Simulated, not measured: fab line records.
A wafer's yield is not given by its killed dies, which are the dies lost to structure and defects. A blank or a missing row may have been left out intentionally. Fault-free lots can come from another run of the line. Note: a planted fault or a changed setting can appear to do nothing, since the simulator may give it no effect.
A lot that was struck, set against a sound lot | flow sky130 | 18 steps out of a route of 708
Sound: these wafers, L283.3, L283.5, L283.6. The struck wafers were L293.2, L293.3, L293.6. The cause is given at the end.
For every step that has rows: the tool of each side, followed by ch and its chambers, followed by its first start. Under that, the readings that differ: sound wafers | struck wafers | difference of the means | sigmas: that difference in standard deviations of wafers without a fault.
alike: a reading whose means differ by less than 2 such deviations, as well as words and numbers matching on both sides. not compared: withheld readings; readings where some wafer has no value; bounds like >300 that might hide an equal value; numbers whose values overlap and for which the record gives no deviation.
A row with sigmas, a row that says differs or no value, or rows on one side alone: a step with any of these is where the two part. Numbers that don't overlap but have no deviation are shown without sigmas and don't part them. Lack of a reading on every wafer of one side parts them only where that side has two or more wafers.

SKY_GATE_OXIDE_STRIP_13: strips in O2/N2.
  sound on plasmaAsher-01 ch 0,1, day 17 08:14; struck on plasmaAsher-03 ch 0,1, day 20 19:16
reading                  | sound             | struck            | difference | sigmas
stripTimeToEndpointS (s) | 14.22 14.18 14.19 | 14.09 14.13 14.13 | -0.08      | -2
  alike: drypumpMotorCurrentA, oesProductAu
  not compared: rfHoursCounterH
SKY_GATE_OXIDE_TW_MEAS_14:
  sound on filmMetro-01, day 17 08:19; struck on filmMetro-01, day 20 19:22
  alike: GATE_OXIDE_TW
then, 3 steps without rows for these wafers: SKY_GATE_OXIDE_CLEAN_15 (cleans in SC1/SC2, time 150 s); SKY_GATE_OXIDE_OXIDATION_16 (stabilise 600 s, purge 300 s, target thk 3.57 nm); SKY_POLY_GATE_CVD_00 (deposits poly-Si, target thk 180 nm, time 720 s).
SKY_POLY_GATE_THK_MEAS_01:
  sound on filmMetro-02, day 17 12:35; struck on filmMetro-03, day 20 22:13
reading                   | sound             | struck            | difference | sigmas
POLY_GATE_CVD_00_THK (nm) | 175.9 176.0 176.9 | 181.0 181.7 181.1 | +5.0       | +3
then, 6 steps without rows for these wafers: SKY_RES_PROTECT_DEHYDRATE_00 (time 60 s); SKY_RES_PROTECT_HMDS_01 (prime time 60 s); SKY_RES_PROTECT_COAT_02 (resist thk 1140 nm); SKY_RES_PROTECT_SOFTBAKE_03 (time 60 s); SKY_RES_PROTECT_EXPOSE_04 (exposes mask RPM, target cd 1270 nm); SKY_RES_PROTECT_PEB_05.
SKY_RES_PROTECT_DEVELOP_06: develop time 60 s.
  sound on lithoTrack-03 ch 0, day 18 17:59; struck on lithoTrack-03 ch 0, day 22 04:48
  alike: chillPlateTempC
next, for these wafers, 1 step has no rows: SKY_POLY_GATE_IMPLANT_02.
SKY_RES_PROTECT_STRIP_07: strips in O2/N2.
  sound on plasmaAsher-03 ch 0,1, day 18 18:16; struck on plasmaAsher-01 ch 0,1, day 22 05:05
  alike: drypumpMotorCurrentA, oesProductAu, stripTimeToEndpointS
  not compared: rfHoursCounterH
SKY_RES_PROTECT_TW_MEAS_08:
  sound on filmMetro-04, day 18 18:21; struck on filmMetro-04, day 22 05:11
reading      | sound          | struck      | difference | sigmas
POLY_GATE_TW | 3969 3982 3976 | 238 231 234 | -3741      | -99 or more
then, 1 step without rows for these wafers: SKY_RES_PROTECT_CLEAN_09 (cleans in SC1/SC2, time 150 s).
-- a jump in the record: the struck wafers' starts before and after are 28 days apart (it breaks off in module RES_PROTECT and resumes in module PAD_OPEN, where the first step shown is number 708 of the route) --
SKY_PAD_OPEN_PROBE_99:
  sound on prober-01, day 48 10:32; struck on prober-01, day 50 08:41
reading            | sound    | struck   | difference | sigmas
killed_at_M0_to_M3 | 51 55 46 | 35 33 39 | -15        | -2
  alike: killed_at_M4_up, killedAtContacts, killedAtFrontEnd, killedAtOther, killedDies, killedOnRim, killedOpen, killedShort

## WHERE THEY PART
At SKY_GATE_OXIDE_STRIP_13 first; at SKY_PAD_OPEN_PROBE_99 last (within this record only).

WHY: whatever the simulator had introduced
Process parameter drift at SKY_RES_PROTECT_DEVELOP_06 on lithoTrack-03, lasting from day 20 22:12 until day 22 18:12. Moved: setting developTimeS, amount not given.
